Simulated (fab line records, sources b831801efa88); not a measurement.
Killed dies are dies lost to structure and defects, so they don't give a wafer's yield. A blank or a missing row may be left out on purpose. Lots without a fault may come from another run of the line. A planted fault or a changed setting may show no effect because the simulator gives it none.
fab line records | flow sky130
record lots=12 wafers=36 last_day=50
route steps=708 shown FIELD_ISO@18 VT_ADJUST_HVTP@93 SONOS_ONO@169 GATE_OXIDE@198 PAD_OPEN@708
lots that met no fault: from a run of the same line without faults
start_h: hours from the record's first day to the start of the lot's first wafer shown | wait_h: hours since the lot's step before | " the same as in the row above | L1.1+2: a row that stands for several wafers | - no value, or no start given | * or withheld: withheld | < > ~ a bound
route shown NAME@n: a module of which the file shows steps, and the number in the route of the first | usual: mean/standard deviation of fault-free wafers | same: alike in all rows | chamber/n: place in a boat | sites: the reading at each site | _std_site: their standard deviation | _edge_site: outer sites' mean less inner sites' | radius_mm: how far each site lies from the wafer's centre | mask NAME#n: copy n | behind: the tool/chamber that last shaped the wafer | hold: why the lot was held/for how many hours/how that ended | device: the transistor (n, p or np) that didn't switch | end of line: the same wafers' tests at the end of the route | a step without rows: its recipe alone | killed: dies lost to structure and defects at the first sort, not the wafer's yield | map: a wafer's dies, x killed, . not, _ none there
set.NAME: the setting as run; set.NAME@STEP: as run at that earlier step | model.NAME: the simulator's own value behind a step, which no gauge read
steps of the route over a sample of lots; a table a step, a row a wafer
services: from which hour (start_h, from the record's first day; less than 0 if before it) a tool's chamber was out of use, for how many hours, and why
## steps
# step SKY_FIELD_ISO_ETCH_17
# recipe target_depth_a=3420 mask_material=Si3N4 chemistry=HBr/Cl2/O2 target=Si taper_deg=5 icp_w=600 bias_w=150 pressure_mtorr=15 HBr_flow_sccm=150 Cl2_flow_sccm=40 O2_flow_sccm=6 time_s=97.7
# usual drypump_motor_current_A=5.8/0.41 oes_product_au=0.998/0.014 rf_fwd_power_W=596.4/2 throttle_valve_pct=25.657/0.013
# same time_s=97.7
# columns lot.wafer tool chamber start_h wait_h drypump_motor_current_A oes_product_au rf_fwd_power_W rf_hours_counter_h throttle_valve_pct
L633.2 rie_si-02 3 34.45 0.1 5.1 1.000 597.7 145 25.664
L633.5 " 2 " " 6.0 0.986 599.4 - 25.657
L633.6 " 3 " " 5.1 0.988 598.4 - 25.656
L637.3 rie_si-02 0 57.17 0.0 5.6 1.002 599.6 78 25.661
L637.4 " 2 " " 6.0 0.987 597.7 118 25.661
L637.5 " 2 " " 6.0 0.989 596.5 - 25.661
L639.2 rie_si-01 3 68.42 0.1 6.2 0.983 594.6 20 25.671
L639.3 " 0 " " 5.5 1.007 596.1 3 25.650
L639.6 " 1 " " 6.2 1.013 599.9 - 25.641
L640.1 rie_si-02 1 71.80 0.1 5.1 0.986 595.2 88 25.670
L640.3 " 3 " " 5.1 1.002 599.0 145 25.661
L640.5 " 0 " " 5.6 0.999 597.5 - 25.654
L643.2 rie_si-01 0 86.86 0.1 5.5 0.990 597.9 3 25.657
L643.3 " 3 " " 6.2 0.986 594.8 20 25.654
L643.6 " 1 " " 6.2 1.020 598.3 - 25.650
L647.1 rie_si-01 3 107.46 0.1 6.3 0.983 596.3 20 25.679
L647.2 " 2 " " 5.7 1.018 596.1 75 25.656
L647.5 " 0 " " 5.5 0.996 593.4 - 25.650
L648.4 rie_si-02 1 111.25 0.1 5.1 0.989 592.7 - 25.665
L648.5 " 2 " " 6.0 0.984 596.9 - 25.670
L648.6 " 0 " " 5.6 1.007 596.6 - 25.664
L649.1 rie_si-02 3 116.32 0.1 5.1 0.987 591.6 0 25.653
L649.4 " 1 " " 5.1 0.979 595.9 88 25.672
L649.5 " 2 " " 6.0 0.990 593.0 - 25.667
L651.1 rie_si-01 3 128.87 0.1 6.3 0.983 595.8 20 25.669
L651.4 " 2 " " 5.8 1.013 598.7 76 25.645
L651.5 " 0 " " 5.5 0.986 596.0 - 25.665
L652.2 rie_si-01 1 134.00 0.1 6.2 1.007 596.2 11 25.639
L652.5 " 1 " " 6.2 1.010 595.8 - 25.658
L652.6 " 0 " " 5.5 1.002 594.1 - 25.639
L653.2 rie_si-02 2 139.20 0.1 6.0 0.990 593.4 119 25.656
L653.3 " 3 " " 5.1 0.982 598.3 0 25.647
L653.6 " 3 " " 5.1 0.985 599.6 - 25.654
L655.1 rie_si-02 1 150.46 0.1 5.2 0.987 595.0 88 25.673
L655.3 " 2 " " 6.0 0.988 597.7 119 25.678
L655.4 " 2 " " 6.0 0.970 594.5 - 25.679
# step SKY_VT_ADJUST_HVTP_OVL_MEAS_08
# usual VT_ADJUST_HVTP_OVL=-0.3/1.2
# columns lot.wafer tool chamber start_h wait_h VT_ADJUST_HVTP_OVL[nm]
L633.2 overlay-02 - 128.97 0.1 3.1
L633.5 " - " " 1.8
L633.6 " - " " 1.3
L637.3 overlay-02 - 154.28 0.1 -2.1
L637.4 " - " " -1.0
L637.5 " - " " -1.8
L639.2 overlay-02 - 170.67 0.1 1.6
L639.3 " - " " 2.1
L639.6 " - " " 1.1
L640.1 overlay-01 - 173.40 0.1 -0.9
L640.3 " - " " 0.9
L640.5 " - " " -0.6
L643.2 overlay-01 - 192.47 0.1 -0.7
L643.3 " - " " 0.5
L643.6 " - " " -2.7
L647.1 overlay-01 - 215.37 0.1 -0.3
L647.2 " - " " 0.0
L647.5 " - " " 0.4
L648.4 overlay-01 - 220.19 0.1 -0.9
L648.5 " - " " -1.0
L648.6 " - " " -0.4
L649.1 overlay-02 - 226.82 0.1 0.7
L649.4 " - " " 0.5
L649.5 " - " " -0.2
L651.1 overlay-02 - 243.72 0.1 -3.1
L651.4 " - " " -0.1
L651.5 " - " " -0.6
L652.2 overlay-01 - 247.77 0.1 -0.6
L652.5 " - " " 0.0
L652.6 " - " " 1.5
L653.2 overlay-02 - 256.37 0.1 -1.6
L653.3 " - " " -0.5
L653.6 " - " " 0.6
L655.1 overlay-01 - 270.45 0.1 -1.1
L655.3 " - " " -2.3
L655.4 " - " " -0.9
# step SKY_SONOS_ONO_THK_MEAS_01
# recipe reads=SiO2_of_SONOS_ONO_OXIDATION_00
# usual SONOS_ONO_OXIDATION_THK=2.61/0.061
# columns lot.wafer tool chamber start_h wait_h SONOS_ONO_OXIDATION_THK[nm]
L633.2 film_metro-02 - 260.08 0.0 2.55
L633.5 " - " " 2.48
L633.6 " - " " 2.54
L637.3 film_metro-04 - 293.26 0.0 2.56
L637.4 " - " " 2.52
L637.5 " - " " 2.65
L639.2 film_metro-04 - 315.23 0.0 2.63
L639.3 " - " " 2.62
L639.6 " - " " 2.55
L640.1 film_metro-03 - 322.23 0.0 2.67
L640.3 " - " " 2.69
L640.5 " - " " 2.72
L643.2 film_metro-03 - 340.23 0.0 2.66
L643.3 " - " " 2.66
L643.6 " - " " 2.66
L647.1 film_metro-04 - 369.10 0.0 2.56
L647.2 " - " " 2.56
L647.5 " - " " 2.67
L648.4 film_metro-02 - 377.22 0.0 2.66
L648.5 " - " " 2.63
L648.6 " - " " 2.58
L649.1 film_metro-03 - 384.81 0.0 2.63
L649.4 " - " " 2.58
L649.5 " - " " 2.58
L651.1 film_metro-04 - 406.61 0.0 2.65
L651.4 " - " " 2.60
L651.5 " - " " 2.66
L652.2 film_metro-02 - 410.23 0.0 2.68
L652.5 " - " " 2.71
L652.6 " - " " 2.74
L653.2 film_metro-04 - 421.54 0.0 2.57
L653.3 " - " " 2.56
L653.6 " - " " 2.62
L655.1 film_metro-04 - 438.69 0.0 2.60
L655.3 " - " " 2.63
L655.4 " - " " 2.61
# step SKY_GATE_OXIDE_IMPLANT_11
# recipe species=B energy_kev=10 dose_cm2=2.6e+12 tilt_deg=withheld
# usual dose_ions_cm2=2.5997e+12/2.7e+09 faraday_current_uA=14.68/0.3
# same implant_ion_amu=11
# columns lot.wafer tool chamber start_h wait_h dose_ions_cm2 faraday_current_uA
L633.2 implanter-02 0 315.11 0.0 2.5977e+12 14.54
L633.5 " 0 " " 2.5997e+12 14.73
L633.6 " 0 " " 2.5964e+12 14.86
L637.3 implanter-02 0 353.38 0.1 1.326e+13 75.51
L637.4 " 0 " " 1.3257e+13 74.31
L637.5 " 0 " " 1.3255e+13 74.45
L639.2 implanter-02 0 374.18 0.2 1.3257e+13 75.53
L639.3 " 0 " " 1.3262e+13 77.04
L639.6 " 0 " " 1.3258e+13 73.61
L640.1 implanter-02 0 382.13 0.0 1.3258e+13 75.84
L640.3 " 0 " " 1.326e+13 75.66
L640.5 " 0 " " 1.3257e+13 75.23
L643.2 implanter-03 0 404.76 0.0 2.5992e+12 14.74
L643.3 " 0 " " 2.5999e+12 14.23
L643.6 " 0 " " 2.5965e+12 14.69
L647.1 implanter-02 0 434.73 0.0 2.6005e+12 14.56
L647.2 " 0 " " 2.6013e+12 14.72
L647.5 " 0 " " 2.6022e+12 14.68
L648.4 implanter-02 0 443.26 0.1 2.5991e+12 15.29
L648.5 " 0 " " 2.6041e+12 14.47
L648.6 " 0 " " 2.601e+12 14.94
L649.1 implanter-01 0 449.28 0.0 2.5994e+12 15.19
L649.4 " 0 " " 2.5973e+12 14.20
L649.5 " 0 " " 2.6064e+12 14.48
L651.1 implanter-02 0 474.18 0.0 2.5903e+12 14.81
L651.4 " 0 " " 2.596e+12 14.74
L651.5 " 0 " " 2.5967e+12 14.77
L652.2 implanter-02 0 477.56 0.0 2.6023e+12 14.88
L652.5 " 0 " " 2.5995e+12 14.33
L652.6 " 0 " " 2.599e+12 14.25
L653.2 implanter-02 0 491.34 0.0 2.5961e+12 14.10
L653.3 " 0 " " 2.5986e+12 15.48
L653.6 " 0 " " 2.6016e+12 14.09
L655.1 implanter-02 0 504.68 0.0 2.598e+12 14.54
L655.3 " 0 " " 2.5988e+12 15.37
L655.4 " 0 " " 2.5979e+12 15.18
# step SKY_GATE_OXIDE_TW_MEAS_14
# usual GATE_OXIDE_TW=222.5/2.3
# columns lot.wafer tool chamber start_h wait_h GATE_OXIDE_TW
L633.2 film_metro-03 - 315.44 0.1 221.0
L633.5 " - " " 221.7
L633.6 " - " " 218.9
L637.3 film_metro-03 - 353.70 0.1 355.2
L637.4 " - " " 355.8
L637.5 " - " " 359.0
L639.2 film_metro-04 - 374.51 0.1 361.6
L639.3 " - " " 357.9
L639.6 " - " " 358.6
L640.1 film_metro-01 - 382.48 0.1 366.4
L640.3 " - " " 363.6
L640.5 " - " " 364.4
L643.2 film_metro-01 - 405.09 0.1 222.4
L643.3 " - " " 222.7
L643.6 " - " " 222.8
L647.1 film_metro-03 - 435.09 0.1 218.9
L647.2 " - " " 218.6
L647.5 " - " " 219.0
L648.4 film_metro-01 - 443.58 0.1 225.1
L648.5 " - " " 224.8
L648.6 " - " " 225.1
L649.1 film_metro-01 - 449.64 0.1 225.1
L649.4 " - " " 224.0
L649.5 " - " " 223.3
L651.1 film_metro-04 - 474.53 0.1 220.7
L651.4 " - " " 221.1
L651.5 " - " " 221.1
L652.2 film_metro-04 - 477.89 0.1 220.1
L652.5 " - " " 220.1
L652.6 " - " " 220.7
L653.2 film_metro-03 - 491.68 0.1 220.6
L653.3 " - " " 219.8
L653.6 " - " " 219.5
L655.1 film_metro-01 - 505.04 0.1 223.8
L655.3 " - " " 225.2
L655.4 " - " " 223.8
# step SKY_PAD_OPEN_PROBE_99
# usual killed_at_M0_to_M3=42/6.7 killed_at_M4_up=3.3/2.1 killed_at_contacts=24/5.1 killed_at_front_end=15/4.6 killed_at_other=0.3/0.58 killed_dies=85/9.9 killed_on_rim=17/3.7 killed_open=46/6.9 killed_short=38/7
# same gross_dies=492 killed_at_back_side=0
# columns lot.wafer tool chamber start_h wait_h killed_at_M0_to_M3 killed_at_M4_up killed_at_contacts killed_at_front_end killed_at_other killed_dies killed_on_rim killed_open killed_short
L643.2 prober-02 - 1145.77 0.1 45 1 19 14 0 79 15 43 36
L649.1 prober-02 - 1175.35 0.1 43 6 21 16 2 88 15 41 46
L649.4 prober-02 - 1175.50 0.2 51 3 19 15 1 89 16 47 40
L649.5 prober-02 - 1175.55 0.2 47 8 30 13 0 98 19 54 43
# killed by level:class
L643.2 METAL2:geometric_particle:short=9 VIA1:geometric_particle:open=8 FIELD_ISO:geometric_particle:short=5 LI_CONTACT:geometric_particle:open=5 CONTACT:geometric_particle:open=5 VIA3:geometric_particle:open=5 VIA2:geometric_particle:open=5 CONTACT:geometric_particle:short=4
L649.1 VIA1:geometric_particle:open=10 LI_CONTACT:geometric_particle:open=8 METAL2:geometric_particle:short=6 METAL1:geometric_particle:short=6 VIA3:geometric_particle:short=5 VIA3:geometric_particle:open=5 FIELD_ISO:geometric_particle:open=4 LOCAL_INTERCONNECT:geometric_particle:short=4
L649.4 VIA1:geometric_particle:open=13 CONTACT:geometric_particle:open=8 VIA3:geometric_particle:open=8 FIELD_ISO:geometric_particle:short=7 METAL1:geometric_particle:short=6 VIA2:geometric_particle:open=5 METAL3:geometric_particle:short=5 FIELD_ISO:geometric_particle:open=4
L649.5 VIA1:geometric_particle:open=15 CONTACT:geometric_particle:open=12 LI_CONTACT:geometric_particle:open=8 METAL2:geometric_particle:short=7 CONTACT:geometric_particle:short=6 METAL4:geometric_particle:short=6 VIA2:geometric_particle:open=5 POLY_GATE:geometric_particle:open=4
## services
# columns tool chamber start_h hours kind
rie_si-01 1 21.50 13.8 repair
rie_si-02 0 25.74 1.4 repair
rie_si-01 0 33.28 15.2 repair
implanter-03 - 73.55 4.4 repair
rie_si-02 2 75.88 1.9 repair
implanter-02 - 88.98 1.4 repair
implanter-02 - 95.38 3.2 repair
rie_si-01 2 96.37 4.3 repair
implanter-01 - 107.87 1.8 repair
implanter-03 - 113.37 3.1 repair
implanter-02 - 118.65 2.7 pm
rie_si-01 3 119.61 7.4 repair
implanter-03 - 123.13 13.2 pm
rie_si-02 0 143.16 9.6 repair
rie_si-02 - 194.26 12.7 repair
rie_si-01 2 195.59 9.3 repair
implanter-02 - 224.02 3.2 repair
implanter-01 - 234.19 1.3 repair
implanter-02 - 250.49 2.5 repair
rie_si-01 3 252.21 4.7 repair
rie_si-01 1 267.37 4.3 repair
rie_si-01 - 361.11 1.6 repair
implanter-02 - 447.93 1.7 repair
rie_si-02 - 463.84 2.8 pm
## key
first_sign step=SKY_GATE_OXIDE_IMPLANT_11 reading=dose_ions_cm2 direction=up sigmas=99+ usual=* struck=*
effect step=SKY_GATE_OXIDE_IMPLANT_11 reading=faraday_current_uA direction=up sigmas=99+ usual=14.68 struck=75.24
effect step=SKY_GATE_OXIDE_TW_MEAS_14 reading=GATE_OXIDE_TW direction=up sigmas=60 usual=222.5 struck=360.3
met_at SKY_GATE_OXIDE_IMPLANT_11
struck_lots L637,L639,L640
tester_left_out L637,L639,L640
not_acting_at SKY_FIELD_ISO_ETCH_17,SKY_VT_ADJUST_HVTP_OVL_MEAS_08,SKY_SONOS_ONO_THK_MEAS_01
onset_between 315.11 353.38
fault kind=process_parameter_drift tool=implanter-02 chamber=- onset_h=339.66 steps=SKY_GATE_OXIDE_IMPLANT_11 channel=dose_cm2 offset=* shape=step end_h=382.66 acts_in=* stated=*
# tester_left_out: of these lots the tester's yield and bins aren't shown, on N5 and GAA mostly nor the transistor test; their killed dies are dies lost to structure and defects alone, not to doping, threshold or leakage, so they don't give the yield
